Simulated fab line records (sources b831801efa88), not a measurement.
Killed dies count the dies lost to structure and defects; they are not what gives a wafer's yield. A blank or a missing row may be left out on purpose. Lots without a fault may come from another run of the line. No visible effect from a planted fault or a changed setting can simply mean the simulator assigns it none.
The tool behind it: which one? || flow sky130 || 14 lots with 42 wafers sampled at 4 steps, on a route of 708 steps

## WHAT THE GAUGES SHOWED, per wafer
SKY_VT_ADJUST_HVTP_OVL_MEAS_08.
{"lot": "L766", "measured": "day 6 17:17", "on": "overlay-01", "VT_ADJUST_HVTP_OVL (nm)": "-0.8 0.3 -0.7"}
{"lot": "L767", "measured": "day 6 22:01", "on": "overlay-02", "VT_ADJUST_HVTP_OVL (nm)": "1.2 1.5 1.7"}
{"lot": "L769", "measured": "day 7 07:52", "on": "overlay-01", "VT_ADJUST_HVTP_OVL (nm)": "1.6 0.5 -1.4"}
{"lot": "L770", "measured": "day 7 09:20", "on": "overlay-02", "VT_ADJUST_HVTP_OVL (nm)": "2.5 2.1 2.5"}
{"lot": "L771", "measured": "day 7 20:24", "on": "overlay-02", "VT_ADJUST_HVTP_OVL (nm)": "1.6 1.0 2.2"}
{"lot": "L772", "measured": "day 7 20:57", "on": "overlay-02", "VT_ADJUST_HVTP_OVL (nm)": "-1.5 -1.9 -1.9"}
{"lot": "L774", "measured": "day 8 06:35", "on": "overlay-01", "VT_ADJUST_HVTP_OVL (nm)": "-0.8 -0.2 -0.5"}
{"lot": "L778", "measured": "day 9 07:39", "on": "overlay-02", "VT_ADJUST_HVTP_OVL (nm)": "-0.5 0.8 -0.6"}
{"lot": "L779", "measured": "day 9 17:29", "on": "overlay-01", "VT_ADJUST_HVTP_OVL (nm)": "2.5 2.5 2.6"}
{"lot": "L782", "measured": "day 10 05:22", "on": "overlay-02", "VT_ADJUST_HVTP_OVL (nm)": "0.3 2.8 1.4"}
{"lot": "L785", "measured": "day 11 03:02", "on": "overlay-02", "VT_ADJUST_HVTP_OVL (nm)": "1.0 1.6 -0.8"}
{"lot": "L786", "measured": "day 11 06:45", "on": "overlay-01", "VT_ADJUST_HVTP_OVL (nm)": "2.6 3.9 4.7"}
{"lot": "L787", "measured": "day 11 13:48", "on": "overlay-02", "VT_ADJUST_HVTP_OVL (nm)": "-1.7 -0.4 -0.1"}
{"lot": "L789", "measured": "day 12 08:36", "on": "overlay-02", "VT_ADJUST_HVTP_OVL (nm)": "-2.2 -0.1 1.3"}

SKY_VT_ADJUST_LVTN_OVL_MEAS_07.
{"lot": "L766", "measured": "day 7 12:11", "on": "overlay-01", "VT_ADJUST_LVTN_OVL (nm)": "1.6 0.2 0.4"}
{"lot": "L767", "measured": "day 7 17:31", "on": "overlay-01", "VT_ADJUST_LVTN_OVL (nm)": "1.1 -2.3 -1.4"}
{"lot": "L769", "measured": "day 8 04:08", "on": "overlay-02", "VT_ADJUST_LVTN_OVL (nm)": "-0.7 -1.1 0.2"}
{"lot": "L770", "measured": "day 8 05:26", "on": "overlay-02", "VT_ADJUST_LVTN_OVL (nm)": "-0.8 0.1 -1.3"}
{"lot": "L771", "measured": "day 8 16:22", "on": "overlay-02", "VT_ADJUST_LVTN_OVL (nm)": "1.7 0.0 -0.9"}
{"lot": "L772", "measured": "day 8 17:11", "on": "overlay-02", "VT_ADJUST_LVTN_OVL (nm)": "-1.2 0.0 -1.5"}
{"lot": "L774", "measured": "day 9 03:58", "on": "overlay-02", "VT_ADJUST_LVTN_OVL (nm)": "0.0 -0.3 -0.9"}
{"lot": "L778", "measured": "day 10 05:35", "on": "overlay-01", "VT_ADJUST_LVTN_OVL (nm)": "-2.5 -1.9 -2.5"}
{"lot": "L779", "measured": "day 10 16:23", "on": "overlay-02", "VT_ADJUST_LVTN_OVL (nm)": "1.3 -1.1 0.6"}
{"lot": "L782", "measured": "day 11 04:07", "on": "overlay-02", "VT_ADJUST_LVTN_OVL (nm)": "0.6 0.3 0.1"}
{"lot": "L785", "measured": "day 12 03:37", "on": "overlay-01", "VT_ADJUST_LVTN_OVL (nm)": "-1.0 0.0 -0.5"}
{"lot": "L786", "measured": "day 12 06:41", "on": "overlay-02", "VT_ADJUST_LVTN_OVL (nm)": "1.9 1.6 1.6"}
{"lot": "L787", "measured": "day 12 14:06", "on": "overlay-02", "VT_ADJUST_LVTN_OVL (nm)": "0.4 1.0 2.1"}
{"lot": "L789", "measured": "day 13 10:24", "on": "overlay-02", "VT_ADJUST_LVTN_OVL (nm)": "-0.1 0.2 -0.3"}

## EACH LOT AND THE TOOL THAT RAN IT (in order: tool; ch and the chambers of the sampled wafers; start)
{"lot": "L766", "SKY_NWELL_RTA_28": "rtp-anneal-02 ch 0, day 5 21:49", "SKY_VT_ADJUST_HVTP_SOFTBAKE_03": "litho-track-02 ch 0, day 6 07:47"}
{"lot": "L767", "SKY_NWELL_RTA_28": "rtp-anneal-02 ch 0, day 6 02:38", "SKY_VT_ADJUST_HVTP_SOFTBAKE_03": "litho-track-01 ch 0, day 6 11:51"}
{"lot": "L769", "SKY_NWELL_RTA_28": "rtp-anneal-02 ch 0, day 6 11:36", "SKY_VT_ADJUST_HVTP_SOFTBAKE_03": "litho-track-01 ch 0, day 6 21:45"}
{"lot": "L770", "SKY_NWELL_RTA_28": "rtp-anneal-01 ch 0, day 6 12:43", "SKY_VT_ADJUST_HVTP_SOFTBAKE_03": "litho-track-04 ch 0, day 6 23:29"}
{"lot": "L771", "SKY_NWELL_RTA_28": "rtp-anneal-02 ch 0, day 7 00:08", "SKY_VT_ADJUST_HVTP_SOFTBAKE_03": "litho-track-01 ch 0, day 7 10:18"}
{"lot": "L772", "SKY_NWELL_RTA_28": "rtp-anneal-01 ch 0, day 7 01:42", "SKY_VT_ADJUST_HVTP_SOFTBAKE_03": "litho-track-04 ch 0, day 7 11:07"}
{"lot": "L774", "SKY_NWELL_RTA_28": "rtp-anneal-02 ch 0, day 7 10:26", "SKY_VT_ADJUST_HVTP_SOFTBAKE_03": "litho-track-01 ch 0, day 7 20:41"}
{"lot": "L778", "SKY_NWELL_RTA_28": "rtp-anneal-01 ch 0, day 8 09:47", "SKY_VT_ADJUST_HVTP_SOFTBAKE_03": "litho-track-02 ch 0, day 8 20:53"}
{"lot": "L779", "SKY_NWELL_RTA_28": "rtp-anneal-01 ch 0, day 8 19:29", "SKY_VT_ADJUST_HVTP_SOFTBAKE_03": "litho-track-02 ch 0, day 9 06:21"}
{"lot": "L782", "SKY_NWELL_RTA_28": "rtp-anneal-02 ch 0, day 9 07:34", "SKY_VT_ADJUST_HVTP_SOFTBAKE_03": "litho-track-04 ch 0, day 9 18:50"}
{"lot": "L785", "SKY_NWELL_RTA_28": "rtp-anneal-01 ch 0, day 10 03:10", "SKY_VT_ADJUST_HVTP_SOFTBAKE_03": "litho-track-04 ch 0, day 10 15:11"}
{"lot": "L786", "SKY_NWELL_RTA_28": "rtp-anneal-02 ch 0, day 10 07:23", "SKY_VT_ADJUST_HVTP_SOFTBAKE_03": "litho-track-01 ch 0, day 10 19:38"}
{"lot": "L787", "SKY_NWELL_RTA_28": "rtp-anneal-01 ch 0, day 10 13:23", "SKY_VT_ADJUST_HVTP_SOFTBAKE_03": "litho-track-01 ch 0, day 11 01:09"}
{"lot": "L789", "SKY_NWELL_RTA_28": "rtp-anneal-01 ch 0, day 11 08:52", "SKY_VT_ADJUST_HVTP_SOFTBAKE_03": "litho-track-04 ch 0, day 11 21:31"}
- SKY_NWELL_RTA_28: time 30 s.
- SKY_VT_ADJUST_HVTP_SOFTBAKE_03: time 60 s.

## AS READ BY THE TOOLS THEMSELVES (means over the sampled wafers that have a number; for cases with no such wafer, the mark the record gives instead)
SKY_NWELL_RTA_28.
{"lot": "L766", "tool": "rtp-anneal-02", "lamp-power-pct (%)": 25.34, "ramp-up-c-per-s": 150.01, "wafer_temp_C_max": 1054.6}
{"lot": "L767", "tool": "rtp-anneal-02", "lamp-power-pct (%)": 25.30, "ramp-up-c-per-s": 149.97, "wafer_temp_C_max": 1054.9}
{"lot": "L769", "tool": "rtp-anneal-02", "lamp-power-pct (%)": 25.34, "ramp-up-c-per-s": 149.98, "wafer_temp_C_max": 1054.6}
{"lot": "L770", "tool": "rtp-anneal-01", "lamp-power-pct (%)": 25.31, "ramp-up-c-per-s": 150.02, "wafer_temp_C_max": 1054.3}
{"lot": "L771", "tool": "rtp-anneal-02", "lamp-power-pct (%)": 25.26, "ramp-up-c-per-s": 149.98, "wafer_temp_C_max": 1054.9}
{"lot": "L772", "tool": "rtp-anneal-01", "lamp-power-pct (%)": 25.28, "ramp-up-c-per-s": 149.99, "wafer_temp_C_max": 1056.1}
{"lot": "L774", "tool": "rtp-anneal-02", "lamp-power-pct (%)": 25.30, "ramp-up-c-per-s": 150.01, "wafer_temp_C_max": 1053.7}
{"lot": "L778", "tool": "rtp-anneal-01", "lamp-power-pct (%)": 25.31, "ramp-up-c-per-s": 149.97, "wafer_temp_C_max": 1054.5}
{"lot": "L779", "tool": "rtp-anneal-01", "lamp-power-pct (%)": 25.28, "ramp-up-c-per-s": 149.99, "wafer_temp_C_max": 1054.2}
{"lot": "L782", "tool": "rtp-anneal-02", "lamp-power-pct (%)": 25.33, "ramp-up-c-per-s": 150.00, "wafer_temp_C_max": 1055.9}
{"lot": "L785", "tool": "rtp-anneal-01", "lamp-power-pct (%)": 25.33, "ramp-up-c-per-s": 149.99, "wafer_temp_C_max": 1055.9}
{"lot": "L786", "tool": "rtp-anneal-02", "lamp-power-pct (%)": 25.35, "ramp-up-c-per-s": 150.02, "wafer_temp_C_max": 1055.5}
{"lot": "L787", "tool": "rtp-anneal-01", "lamp-power-pct (%)": 25.32, "ramp-up-c-per-s": 150.00, "wafer_temp_C_max": 1054.8}
{"lot": "L789", "tool": "rtp-anneal-01", "lamp-power-pct (%)": 25.29, "ramp-up-c-per-s": 150.02, "wafer_temp_C_max": 1054.6}

SKY_VT_ADJUST_HVTP_SOFTBAKE_03.
{"lot": "L766", "tool": "litho-track-02", "run-length-s (s)": 89.00}
{"lot": "L767", "tool": "litho-track-01", "run-length-s (s)": 89.04}
{"lot": "L769", "tool": "litho-track-01", "run-length-s (s)": 89.08}
{"lot": "L770", "tool": "litho-track-04", "run-length-s (s)": 89.52}
{"lot": "L771", "tool": "litho-track-01", "run-length-s (s)": 89.00}
{"lot": "L772", "tool": "litho-track-04", "run-length-s (s)": 89.38}
{"lot": "L774", "tool": "litho-track-01", "run-length-s (s)": 89.05}
{"lot": "L778", "tool": "litho-track-02", "run-length-s (s)": 97.12}
{"lot": "L779", "tool": "litho-track-02", "run-length-s (s)": 105.32}
{"lot": "L782", "tool": "litho-track-04", "run-length-s (s)": 89.40}
{"lot": "L785", "tool": "litho-track-04", "run-length-s (s)": 89.41}
{"lot": "L786", "tool": "litho-track-01", "run-length-s (s)": 89.15}
{"lot": "L787", "tool": "litho-track-01", "run-length-s (s)": 89.09}
{"lot": "L789", "tool": "litho-track-04", "run-length-s (s)": 89.27}

## THE ANSWER, worked out from the rows above alone
Rule: the lots themselves supply what counts as usual. Put in order of their means at a reading, lots are off if they are a third of the lots or fewer, leave a main group of 4 or more, and stand apart from it by a gap of 3 or more times the standard deviation of the main group's means; of several such gaps the widest counts. The tables above print the reading to a certain number of digits; a main group whose means all agree to those digits is not used. A lot without any number at a reading at which 4 lots or more have one is off too. Where the step has rows for the other lots, those lots are counted as sound. After the gauges, taken in route order, come the tools' own readings; for these a lot's mean is taken, as printed above. At the first step where some lot is off, the reading lying furthest off is the one used; lots without a number count as furthest.
Off: L778, L779, at SKY_VT_ADJUST_HVTP_SOFTBAKE_03 (run-length-s). Mean 89.20 s and standard deviation 0.18 in the main group.
A tool fits if, at that step or a process step before it, it ran every lot that is off, and no sound lot after the first of them. One candidate fits, namely litho-track-02 at SKY_VT_ADJUST_HVTP_SOFTBAKE_03. Its last sound lot is L766 (day 6 07:47), its first lot that is off L778 (day 8 20:53): a fault that began between those two fits.
On the lots that are off, the tool's own readings at SKY_VT_ADJUST_HVTP_SOFTBAKE_03 differ by more than 5 times the standard deviation of the sound lots' means, which bears it out; run-length-s reads 101.22 s there versus 89.20 s on the sound lots.

## WHAT WAS PUT IN BY THE SIMULATOR
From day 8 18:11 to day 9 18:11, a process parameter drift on litho-track-02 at SKY_VT_ADJUST_HVTP_SOFTBAKE_03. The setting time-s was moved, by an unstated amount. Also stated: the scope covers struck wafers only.
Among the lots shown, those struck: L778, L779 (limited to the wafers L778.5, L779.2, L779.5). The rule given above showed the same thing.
